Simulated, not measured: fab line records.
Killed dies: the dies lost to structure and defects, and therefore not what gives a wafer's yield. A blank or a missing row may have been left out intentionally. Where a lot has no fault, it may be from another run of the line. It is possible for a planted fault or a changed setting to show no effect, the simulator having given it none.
Comparing a struck lot with a sound one	flow sky130	15 steps out of a route of 708
Sound: these wafers, L647.2, L647.3, L647.5. The struck wafers were L656.1, L656.4, L656.6. Last of all comes the cause.
Per side, at each step with rows, come the tool, then ch with its chambers, and then its first start. Under that, the readings that differ: sound wafers	struck wafers	difference of the means	sigmas: that difference in standard deviations of wafers without a fault.
alike: readings whose means differ by less than 2 such deviations, and words and numbers that are the same on both sides. not compared: withheld readings, readings that some wafer has no value for, bounds like >300 that may hide the same value, and numbers for which the record gives no deviation and whose values overlap.
A row with sigmas, a row that says differs or no value, or rows on one side alone: a step with any of these is where the two part. When numbers do not overlap yet have no deviation, they are printed without sigmas and do not part them. A reading missing from all wafers of one side parts the sides only when that side holds two or more wafers.

first, 6 steps without rows for these wafers: SKY_GATE_OXIDE_HMDS_04 (prime time 60 s); SKY_GATE_OXIDE_COAT_05 (resist thk 1140 nm); SKY_GATE_OXIDE_SOFTBAKE_06 (time 60 s); SKY_GATE_OXIDE_EXPOSE_07 (exposes mask LVOM, target cd 600 nm); SKY_GATE_OXIDE_PEB_08; SKY_GATE_OXIDE_DEVELOP_09 (develop time 60 s).
SKY_GATE_OXIDE_OVL_MEAS_10:
  sound on overlay-02, day 15 08:20; struck on overlay-01, day 18 09:05
reading	sound	struck	difference	sigmas
GATE_OXIDE_OVL (nm)	-2.5 -2.0 -2.2	0.5 1.1 0.8	+3.0	+2
then, 2 steps without rows for these wafers: SKY_GATE_OXIDE_IMPLANT_11; SKY_GATE_OXIDE_WET_ETCH_12 (etches SiO2 in dHF, target depth 16.8 nm, time 336 s).
SKY_GATE_OXIDE_STRIP_13: strips in O2/N2.
  sound on plasma asher-01 ch 0,1, day 15 08:37; struck on plasma asher-03 ch 0,1, day 18 09:22
  alike: drypump motor current A, n2 flow sccm, oes product au, strip time to endpoint s
  not compared: rf hours counter h
SKY_GATE_OXIDE_TW_MEAS_14:
  sound on film metro-01, day 15 08:43; struck on film metro-02, day 18 09:28
  alike: GATE_OXIDE_TW
then, 1 step without rows for these wafers: SKY_GATE_OXIDE_CLEAN_15 (cleans in SC1/SC2, time 150 s).
SKY_GATE_OXIDE_OXIDATION_16: stabilise 600 s, purge 300 s, target thk 3.57 nm.
  sound on furnace-02 ch 0, day 15 09:58; struck on furnace-02 ch 0, day 18 09:35
reading	sound	struck	difference	sigmas
stabilise s (s)	600 600 600	5400 5400 5400	+4800	
  alike: ox temp c max
then, 1 step without rows for these wafers: SKY_POLY_GATE_CVD_00 (deposits poly-Si, target thk 180 nm, time 720 s).
-- a jump in the record: the struck wafers' starts before and after are 31 days apart (it breaks off in module POLY_GATE and resumes in module PAD_OPEN, where the first step shown is number 708 of the route) --
SKY_PAD_OPEN_PROBE_99:
  sound on prober-01, day 46 21:25; struck on prober-02, day 48 22:34
reading	sound	struck	difference	sigmas
model.etest.pfet_01v8_lvt.drive ua um	176.4 177.8 176.4	169.2 169.4 168.5	-7.8	
model.etest.pfet_01v8_mvt.off log10 a um	-10.76 -10.83 -10.8	-11.81 -11.76 -11.78	-0.99	
model.etest.pfet_01v8_mvt.vt sat v (V)	-0.5765 -0.5751 -0.5681	-0.6454 -0.6414 -0.633	-0.0667	
model.etest.pfet_01v8_mvt.vt long v (V)	-0.8707 -0.8699 -0.8705	-0.9269 -0.9256 -0.9208	-0.0541	
model.etest.pfet_01v8_mvt.vt v (V)	-0.665 -0.6629 -0.6585	-0.7227 -0.7198 -0.7124	-0.0562	
model.etest.pfet_01v8_lvt.vt v (V)	-0.5099 -0.5016 -0.5044	-0.5632 -0.5547 -0.559	-0.0537	
model.etest.pfet_01v8_lvt.vt sat v (V)	-0.4141 -0.4042 -0.4053	-0.4746 -0.4674 -0.4686	-0.0623	
model.etest.pfet_01v8_lvt.vt long v (V)	-0.634 -0.6256 -0.627	-0.6802 -0.6737 -0.675	-0.0474	
  alike: killed_at_M0_to_M3, killed_at_M4_up, killed at contacts, killed at front end, killed at other, killed dies, killed open, killed short

WHERE THEY PART
Only at SKY_GATE_OXIDE_OVL_MEAS_10, as far as this record shows. Later steps at which nothing parts them and some readings are alike: SKY_GATE_OXIDE_STRIP_13, SKY_GATE_OXIDE_TW_MEAS_14, SKY_GATE_OXIDE_OXIDATION_16, SKY_PAD_OPEN_PROBE_99.

WHY: what the simulator had put in
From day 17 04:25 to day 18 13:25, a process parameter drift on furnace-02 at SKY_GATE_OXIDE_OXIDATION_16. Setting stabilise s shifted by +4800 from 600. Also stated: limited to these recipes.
